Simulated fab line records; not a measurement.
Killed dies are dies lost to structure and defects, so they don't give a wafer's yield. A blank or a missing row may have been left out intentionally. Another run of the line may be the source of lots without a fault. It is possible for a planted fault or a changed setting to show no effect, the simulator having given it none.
Which tool did it? || flow gf180mcu || 12 lots with 35 wafers sampled at 6 steps, on a route of 602 steps

WHAT EACH GAUGE READ, for each wafer
GF_POLY_GATE_CD_MEAS_10: the cd target is 280 nm. Usual: cdNm reads 280.0 nm (standard deviation 0.92).
{"lot": "L228", "measured": "day 9 03:23", "on": "cdSem-02", "cdNm (nm)": "280.1 280.5 280.0", "flag": ""}
{"lot": "L229", "measured": "day 9 10:46", "on": "cdSem-01", "cdNm (nm)": "279.9 279.9 278.8", "flag": ""}
{"lot": "L232", "measured": "day 10 08:34", "on": "cdSem-02", "cdNm (nm)": "279.2 278.8 278.7", "flag": ""}
{"lot": "L233", "measured": "day 10 17:07", "on": "cdSem-02", "cdNm (nm)": "280.3 279.3 279.6", "flag": ""}
{"lot": "L235", "measured": "day 11 05:13", "on": "cdSem-01", "cdNm (nm)": "279.7 280.7 280.9", "flag": ""}
{"lot": "L236", "measured": "day 11 16:17", "on": "cdSem-02", "cdNm (nm)": "278.9 279.1 279.7", "flag": ""}
{"lot": "L237", "measured": "day 11 22:01", "on": "cdSem-02", "cdNm (nm)": "280.2 280.2 280.2", "flag": ""}
{"lot": "L238", "measured": "day 12 05:02", "on": "cdSem-02", "cdNm (nm)": "281.4 280.1 279.8", "flag": ""}
{"lot": "L246", "measured": "day 14 12:42", "on": "cdSem-02", "cdNm (nm)": "280.0 281.1", "flag": ""}
{"lot": "L248", "measured": "day 15 10:17", "on": "cdSem-02", "cdNm (nm)": "279.7 278.4 280.3", "flag": ""}
{"lot": "L249", "measured": "day 15 17:11", "on": "cdSem-02", "cdNm (nm)": "279.9 279.6 279.5", "flag": ""}
{"lot": "L250", "measured": "day 15 15:43", "on": "cdSem-01", "cdNm (nm)": "280.0 279.4 279.4", "flag": ""}

GF_HV_LDD_TW_MEAS_38. Usual: HV_LDD_3_TW gives 1452 (standard deviation 7.3).
{"lot": "L228", "measured": "day 11 12:31", "on": "filmMetro-02", "HV_LDD_3_TW": "1452 1449 1460", "flag": ""}
{"lot": "L229", "measured": "day 11 21:25", "on": "filmMetro-04", "HV_LDD_3_TW": "1453 1446 1446", "flag": ""}
{"lot": "L232", "measured": "day 12 20:45", "on": "filmMetro-02", "HV_LDD_3_TW": "1450 1445 1446", "flag": ""}
{"lot": "L233", "measured": "day 13 05:53", "on": "filmMetro-04", "HV_LDD_3_TW": "1447 1447 1452", "flag": ""}
{"lot": "L235", "measured": "day 13 18:00", "on": "filmMetro-02", "HV_LDD_3_TW": "1455 1450 1450", "flag": ""}
{"lot": "L236", "measured": "day 14 04:11", "on": "filmMetro-02", "HV_LDD_3_TW": "1464 1465 1464", "flag": ""}
{"lot": "L237", "measured": "day 14 13:38", "on": "filmMetro-02", "HV_LDD_3_TW": "1462 1458 1465", "flag": ""}
{"lot": "L238", "measured": "day 14 19:23", "on": "filmMetro-03", "HV_LDD_3_TW": "1458 1461 1451", "flag": ""}
{"lot": "L246", "measured": "day 17 09:23", "on": "filmMetro-04", "HV_LDD_3_TW": "1422 1431 1421 1421", "flag": "OFF"}
{"lot": "L248", "measured": "day 18 08:49", "on": "filmMetro-04", "HV_LDD_3_TW": "1444 1451 1446", "flag": ""}
{"lot": "L249", "measured": "day 18 16:59", "on": "filmMetro-03", "HV_LDD_3_TW": "1444 1445 1446", "flag": ""}
{"lot": "L250", "measured": "day 18 16:03", "on": "filmMetro-02", "HV_LDD_3_TW": "1458 1459 1462", "flag": ""}

GF_HV_LDD_RS_MEAS_53: a four-point-probe measurement. Usual: HV_LDD_RS gives 418.3 ohm/sq (standard deviation 0.89).
{"lot": "L228", "measured": "day 12 08:03", "on": "filmMetro-04", "HV_LDD_RS (ohm/sq)": "419.2 418.8 419.6", "flag": ""}
{"lot": "L229", "measured": "day 12 16:23", "on": "filmMetro-03", "HV_LDD_RS (ohm/sq)": "417.1 417.8 418.2", "flag": ""}
{"lot": "L232", "measured": "day 13 16:39", "on": "filmMetro-04", "HV_LDD_RS (ohm/sq)": "418.4 418.4 418.0", "flag": ""}
{"lot": "L233", "measured": "day 14 01:57", "on": "filmMetro-02", "HV_LDD_RS (ohm/sq)": "418.7 418.6 419.3", "flag": ""}
{"lot": "L235", "measured": "day 14 14:43", "on": "filmMetro-04", "HV_LDD_RS (ohm/sq)": "419.3 419.8 419.8", "flag": ""}
{"lot": "L236", "measured": "day 15 01:25", "on": "filmMetro-02", "HV_LDD_RS (ohm/sq)": "418.5 420.5 418.6", "flag": ""}
{"lot": "L237", "measured": "day 15 10:40", "on": "filmMetro-02", "HV_LDD_RS (ohm/sq)": "418.7 418.7 418.0", "flag": ""}
{"lot": "L238", "measured": "day 15 17:00", "on": "filmMetro-04", "HV_LDD_RS (ohm/sq)": "417.9 419.0 418.5", "flag": ""}
{"lot": "L246", "measured": "day 18 09:04", "on": "filmMetro-03", "HV_LDD_RS (ohm/sq)": "420.3 421.1", "flag": ""}
{"lot": "L248", "measured": "day 19 09:13", "on": "filmMetro-04", "HV_LDD_RS (ohm/sq)": "417.3 418.9 418.0", "flag": ""}
{"lot": "L249", "measured": "day 19 18:37", "on": "filmMetro-02", "HV_LDD_RS (ohm/sq)": "418.7 418.7 419.2", "flag": ""}
{"lot": "L250", "measured": "day 19 17:15", "on": "filmMetro-03", "HV_LDD_RS (ohm/sq)": "417.9 418.8 417.8", "flag": ""}

WHAT TOOL EACH LOT RAN ON (gives the tool, then ch and the chambers of the sampled wafers, and finally the start)
{"lot": "L228", "GF_VT_IMPLANT_RTA_45": "rtpAnneal-01 ch 0, day 7 10:57", "GF_HV_LDD_STRIP_22": "plasmaAsher-01 ch 0,1, day 10 17:44", "GF_HV_LDD_IMPLANT_33": "implanter-01 ch 0, day 11 11:49"}
{"lot": "L229", "GF_VT_IMPLANT_RTA_45": "rtpAnneal-01 ch 0, day 7 18:59", "GF_HV_LDD_STRIP_22": "plasmaAsher-01 ch 0,1, day 11 01:10", "GF_HV_LDD_IMPLANT_33": "implanter-01 ch 0, day 11 20:45"}
{"lot": "L232", "GF_VT_IMPLANT_RTA_45": "rtpAnneal-02 ch 0, day 8 15:12", "GF_HV_LDD_STRIP_22": "plasmaAsher-01 ch 0,1, day 12 00:05", "GF_HV_LDD_IMPLANT_33": "implanter-04 ch 0, day 12 20:03"}
{"lot": "L233", "GF_VT_IMPLANT_RTA_45": "rtpAnneal-02 ch 0, day 9 00:14", "GF_HV_LDD_STRIP_22": "plasmaAsher-01 ch 0,1, day 12 09:08", "GF_HV_LDD_IMPLANT_33": "implanter-03 ch 0, day 13 05:11"}
{"lot": "L235", "GF_VT_IMPLANT_RTA_45": "rtpAnneal-01 ch 0, day 9 11:28", "GF_HV_LDD_STRIP_22": "plasmaAsher-03 ch 0,1, day 12 22:00", "GF_HV_LDD_IMPLANT_33": "implanter-01 ch 0, day 13 17:20"}
{"lot": "L236", "GF_VT_IMPLANT_RTA_45": "rtpAnneal-02 ch 0, day 9 20:23", "GF_HV_LDD_STRIP_22": "plasmaAsher-01 ch 0,1, day 13 08:56", "GF_HV_LDD_IMPLANT_33": "implanter-04 ch 0, day 14 03:29"}
{"lot": "L237", "GF_VT_IMPLANT_RTA_45": "rtpAnneal-02 ch 0, day 10 02:44", "GF_HV_LDD_STRIP_22": "plasmaAsher-01 ch 0,1, day 13 16:04", "GF_HV_LDD_IMPLANT_33": "implanter-03 ch 0, day 14 12:56"}
{"lot": "L238", "GF_VT_IMPLANT_RTA_45": "rtpAnneal-01 ch 0, day 10 08:24", "GF_HV_LDD_STRIP_22": "plasmaAsher-02 ch 0,1, day 13 22:01", "GF_HV_LDD_IMPLANT_33": "implanter-01 ch 0, day 14 18:42"}
{"lot": "L246", "GF_VT_IMPLANT_RTA_45": "rtpAnneal-02 ch 0, day 12 11:02", "GF_HV_LDD_STRIP_22": "plasmaAsher-02 ch 0, day 16 09:37", "GF_HV_LDD_IMPLANT_33": "implanter-01 ch 0, day 17 08:41"}
{"lot": "L248", "GF_VT_IMPLANT_RTA_45": "rtpAnneal-02 ch 0, day 13 08:08", "GF_HV_LDD_STRIP_22": "plasmaAsher-01 ch 0,1, day 17 08:58", "GF_HV_LDD_IMPLANT_33": "implanter-04 ch 0, day 18 08:07"}
{"lot": "L249", "GF_VT_IMPLANT_RTA_45": "rtpAnneal-02 ch 0, day 13 16:14", "GF_HV_LDD_STRIP_22": "plasmaAsher-02 ch 0,1, day 17 16:39", "GF_HV_LDD_IMPLANT_33": "implanter-03 ch 0, day 18 16:19"}
{"lot": "L250", "GF_VT_IMPLANT_RTA_45": "rtpAnneal-01 ch 0, day 13 16:48", "GF_HV_LDD_STRIP_22": "plasmaAsher-03 ch 1, day 17 15:16", "GF_HV_LDD_IMPLANT_33": "implanter-04 ch 0, day 18 15:21"}
- GF_VT_IMPLANT_RTA_45: time 30 s.
- GF_HV_LDD_STRIP_22: strips in O2/N2.
- GF_HV_LDD_IMPLANT_33

AS READ BY THE TOOLS THEMSELVES (means over the sampled wafers that have a number; for cases with no such wafer, the mark the record gives instead)
GF_VT_IMPLANT_RTA_45. Usual: lampPowerPct 40.0 %, standard deviation 0.41; wafer_temp_C_max 1054.5, standard deviation 1.1.
{"lot": "L228", "tool": "rtpAnneal-01", "lampPowerPct (%)": 40.5, "wafer_temp_C_max": 1054.2, "flag": ""}
{"lot": "L229", "tool": "rtpAnneal-01", "lampPowerPct (%)": 40.5, "wafer_temp_C_max": 1053.6, "flag": ""}
{"lot": "L232", "tool": "rtpAnneal-02", "lampPowerPct (%)": 39.7, "wafer_temp_C_max": 1055.7, "flag": ""}
{"lot": "L233", "tool": "rtpAnneal-02", "lampPowerPct (%)": 39.7, "wafer_temp_C_max": 1054.6, "flag": ""}
{"lot": "L235", "tool": "rtpAnneal-01", "lampPowerPct (%)": 40.5, "wafer_temp_C_max": 1054.0, "flag": ""}
{"lot": "L236", "tool": "rtpAnneal-02", "lampPowerPct (%)": 39.7, "wafer_temp_C_max": 1054.8, "flag": ""}
{"lot": "L237", "tool": "rtpAnneal-02", "lampPowerPct (%)": 39.7, "wafer_temp_C_max": 1055.4, "flag": ""}
{"lot": "L238", "tool": "rtpAnneal-01", "lampPowerPct (%)": 40.5, "wafer_temp_C_max": 1053.7, "flag": ""}
{"lot": "L246", "tool": "rtpAnneal-02", "lampPowerPct (%)": 39.7, "wafer_temp_C_max": 1055.0, "flag": ""}
{"lot": "L248", "tool": "rtpAnneal-02", "lampPowerPct (%)": 39.6, "wafer_temp_C_max": 1055.4, "flag": ""}
{"lot": "L249", "tool": "rtpAnneal-02", "lampPowerPct (%)": 39.7, "wafer_temp_C_max": 1054.8, "flag": ""}
{"lot": "L250", "tool": "rtpAnneal-01", "lampPowerPct (%)": 40.5, "wafer_temp_C_max": 1053.5, "flag": ""}

GF_HV_LDD_STRIP_22. Usual: drypumpMotorCurrentA 5.7 A, standard deviation 0.54; heaterPowerW 321 W, standard deviation 57; oesProductAu 0.716 a.u., standard deviation 0.0044; platenTempC 249.99 C, standard deviation 0.19; stripTimeToEndpointS 12.62 s, standard deviation 0.032.
{"lot": "L228", "tool": "plasmaAsher-01", "drypumpMotorCurrentA (A)": 5.4, "heaterPowerW (W)": 286, "oesProductAu (a.u.)": 0.718, "platenTempC (C)": 249.94, "stripTimeToEndpointS (s)": 12.62, "flag": ""}
{"lot": "L229", "tool": "plasmaAsher-01", "drypumpMotorCurrentA (A)": 5.1, "heaterPowerW (W)": 290, "oesProductAu (a.u.)": 0.711, "platenTempC (C)": 250.03, "stripTimeToEndpointS (s)": 12.65, "flag": ""}
{"lot": "L232", "tool": "plasmaAsher-01", "drypumpMotorCurrentA (A)": 5.4, "heaterPowerW (W)": 284, "oesProductAu (a.u.)": 0.720, "platenTempC (C)": 250.00, "stripTimeToEndpointS (s)": 12.62, "flag": ""}
{"lot": "L233", "tool": "plasmaAsher-01", "drypumpMotorCurrentA (A)": 5.3, "heaterPowerW (W)": 286, "oesProductAu (a.u.)": 0.717, "platenTempC (C)": 250.01, "stripTimeToEndpointS (s)": 12.60, "flag": ""}
{"lot": "L235", "tool": "plasmaAsher-03", "drypumpMotorCurrentA (A)": 6.3, "heaterPowerW (W)": 373, "oesProductAu (a.u.)": 0.720, "platenTempC (C)": 250.17, "stripTimeToEndpointS (s)": 12.62, "flag": ""}
{"lot": "L236", "tool": "plasmaAsher-01", "drypumpMotorCurrentA (A)": 5.1, "heaterPowerW (W)": 291, "oesProductAu (a.u.)": 0.714, "platenTempC (C)": 249.97, "stripTimeToEndpointS (s)": 12.62, "flag": ""}
{"lot": "L237", "tool": "plasmaAsher-01", "drypumpMotorCurrentA (A)": 5.3, "heaterPowerW (W)": 285, "oesProductAu (a.u.)": 0.716, "platenTempC (C)": 250.08, "stripTimeToEndpointS (s)": 12.60, "flag": ""}
{"lot": "L238", "tool": "plasmaAsher-02", "drypumpMotorCurrentA (A)": 5.7, "heaterPowerW (W)": 304, "oesProductAu (a.u.)": 0.717, "platenTempC (C)": 250.24, "stripTimeToEndpointS (s)": 12.62, "flag": ""}
{"lot": "L246", "tool": "plasmaAsher-02", "drypumpMotorCurrentA (A)": 6.2, "heaterPowerW (W)": 311, "oesProductAu (a.u.)": 0.718, "platenTempC (C)": 249.95, "stripTimeToEndpointS (s)": 12.66, "flag": ""}
{"lot": "L248", "tool": "plasmaAsher-01", "drypumpMotorCurrentA (A)": 5.3, "heaterPowerW (W)": 285, "oesProductAu (a.u.)": 0.716, "platenTempC (C)": 249.99, "stripTimeToEndpointS (s)": 12.62, "flag": ""}
{"lot": "L249", "tool": "plasmaAsher-02", "drypumpMotorCurrentA (A)": 5.7, "heaterPowerW (W)": 302, "oesProductAu (a.u.)": 0.713, "platenTempC (C)": 250.02, "stripTimeToEndpointS (s)": 12.66, "flag": ""}
{"lot": "L250", "tool": "plasmaAsher-03", "drypumpMotorCurrentA (A)": 6.5, "heaterPowerW (W)": 337, "oesProductAu (a.u.)": 0.717, "platenTempC (C)": 249.84, "stripTimeToEndpointS (s)": 12.64, "flag": ""}

GF_HV_LDD_IMPLANT_33. Usual: tiltDeg 30.001 degrees, standard deviation 0.02.
{"lot": "L228", "tool": "implanter-01", "tiltDeg (degrees)": 29.993, "flag": ""}
{"lot": "L229", "tool": "implanter-01", "tiltDeg (degrees)": 30.026, "flag": ""}
{"lot": "L232", "tool": "implanter-04", "tiltDeg (degrees)": 30.003, "flag": ""}
{"lot": "L233", "tool": "implanter-03", "tiltDeg (degrees)": 30.000, "flag": ""}
{"lot": "L235", "tool": "implanter-01", "tiltDeg (degrees)": 30.004, "flag": ""}
{"lot": "L236", "tool": "implanter-04", "tiltDeg (degrees)": 30.030, "flag": ""}
{"lot": "L237", "tool": "implanter-03", "tiltDeg (degrees)": 29.996, "flag": ""}
{"lot": "L238", "tool": "implanter-01", "tiltDeg (degrees)": 30.003, "flag": ""}
{"lot": "L246", "tool": "implanter-01", "tiltDeg (degrees)": 30.043, "flag": ""}
{"lot": "L248", "tool": "implanter-04", "tiltDeg (degrees)": 29.995, "flag": ""}
{"lot": "L249", "tool": "implanter-03", "tiltDeg (degrees)": 30.000, "flag": ""}
{"lot": "L250", "tool": "implanter-04", "tiltDeg (degrees)": 30.007, "flag": ""}

THE ANSWER, worked out from the rows above alone
Rule: take the mean of a lot's wafers that have a number; if it is more than 3 standard deviations from the usual mean, the lot is off. Also off: a lot with no number at a reading for which 4 or more lots have one. Any other lot the step has rows for is counted as sound. First the gauges in route order, then the tools' own readings, where a lot's mean is used as printed above. At the first step where some lot is off, the reading lying furthest off is the one used; lots without a number count as furthest.
Off: at GF_HV_LDD_TW_MEAS_38 (HV_LDD_3_TW), L246.
A tool fits if, at a process step before that reading, it ran every lot that is off, and no sound lot after the first of them. Gauges at GF_HV_LDD_TW_MEAS_38: tried the same way as those tools. One fits: GF_HV_LDD_IMPLANT_33 on implanter-01. Its last sound lot is L238 (day 14 18:42), its first lot that is off L246 (day 17 08:41): a fault that began between those two fits.

WHAT WAS PUT IN BY THE SIMULATOR
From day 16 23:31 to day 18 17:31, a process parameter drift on implanter-01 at GF_HV_LDD_IMPLANT_33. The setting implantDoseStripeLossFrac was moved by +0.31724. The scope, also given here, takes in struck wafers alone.
Shown lots that were struck: L246. The rule above reached the same finding.
